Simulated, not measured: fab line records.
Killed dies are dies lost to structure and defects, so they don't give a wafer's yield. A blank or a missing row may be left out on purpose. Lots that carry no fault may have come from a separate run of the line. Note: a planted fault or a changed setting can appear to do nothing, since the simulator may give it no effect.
Problem report in the 8D (eight disciplines) form, filled by code    flow gf180mcu    the parts of the form that need people (team, actions taken, sign-off) are left out

## 1. WHAT IS WRONG
Wafers free of any fault read 2411 (standard deviation 14) for HV_LDD_TW at GF_HV_LDD_TW_MEAS_11, against a mean of 2185 on 6 wafers of 2 lots. That puts it -16 standard deviations away from the usual mean.
Seen first at day 12 21:47 on filmMetro-02, wafer L495.3. Wafers with a number at this step in the record: 36, from 12 lots. Rule for "out" (also "out of limits"): further than 4 standard deviations from the usual mean. The rest of the wafers with a number are treated as sound.

## 2. WHAT IT IS, WHAT IT ISN'T
question                     is                          is not
which readings at this step  HV_LDD_TW                   -
which lots                   L495, L497                  L487, L488, L496, L500, L505, L506, L507, L508, L509, L510
which wafers of those lots   all that have a number      -
read on which gauges         filmMetro-02, filmMetro-04  filmMetro-01
when                         from day 12 21:47           up to then (6 sound wafers); but 24 sound wafers of L496, L500, L505, L506, L507, L508, L509, L510 came after

## 3. THE SUSPECTS, EACH WITH WHAT RULES IT OUT
Counting: any tool at a process step up to the reading is kept as a suspect provided that every lot that is out went through it and no sound lot did after the first of them.
- the gauge at GF_HV_LDD_TW_MEAS_11 has been ruled out. Those wafers that are out were read across 2 gauges (filmMetro-02, filmMetro-04).
- implanter-02 at GF_HV_LDD_IMPLANT_09: ruled out as a lasting fault. Sound lots L506, L508, L510 ran on it after its first lot that is out, L495 (day 12 21:28).
Left after counting: nothing in the record.

## 4. THE CAUSE (what the simulator had put in)
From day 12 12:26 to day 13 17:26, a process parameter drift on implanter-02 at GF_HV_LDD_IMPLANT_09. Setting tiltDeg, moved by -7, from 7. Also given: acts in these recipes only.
Counting ruled it out, wrongly: the rule takes a fault to strike every lot that its tool runs from its start on, and this one did not.

## 5. SEQUENCE OF EFFECTS, ordered by route
Each row: a reading where the mean over the struck wafers with a number is more than 3 standard deviations away from the usual. Only readings for which the record gives a usual standard deviation are gone through. hours: the time from each lot's start at the first step in this table that gives one to its start at this step, as a median over the lots. sigmas: the change in usual standard deviations.
hours  step                  reading    usual          on struck wafers  change  sigmas
0      GF_HV_LDD_IMPLANT_09  tiltDeg    7.000 degrees  0.005             -6.995  -99 or more
0      GF_HV_LDD_TW_MEAS_11  HV_LDD_TW  2411           2185              -226    -16
64     GF_HV_LDD_RS_MEAS_53  HV_LDD_RS  418.5 ohm/sq   395.3             -23.2   -23
The process steps in it:
- GF_HV_LDD_IMPLANT_09
At these later measuring or inspecting steps, every struck wafer for which the step has a row has a number for every such reading, and none has moved that far: GF_HV_LDD_OVL_MEAS_47.

## 6. HOW IT WOULD HAVE BEEN CAUGHT EARLIER
In this record the first reading out of limits at a measuring or inspecting step was taken at day 12 21:47, 9 hours after the fault began at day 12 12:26.
The tool's own readings at GF_HV_LDD_IMPLANT_09 were out on every struck wafer that the step has a row for (tiltDeg): an alarm limit on them would have fired on the first of those.
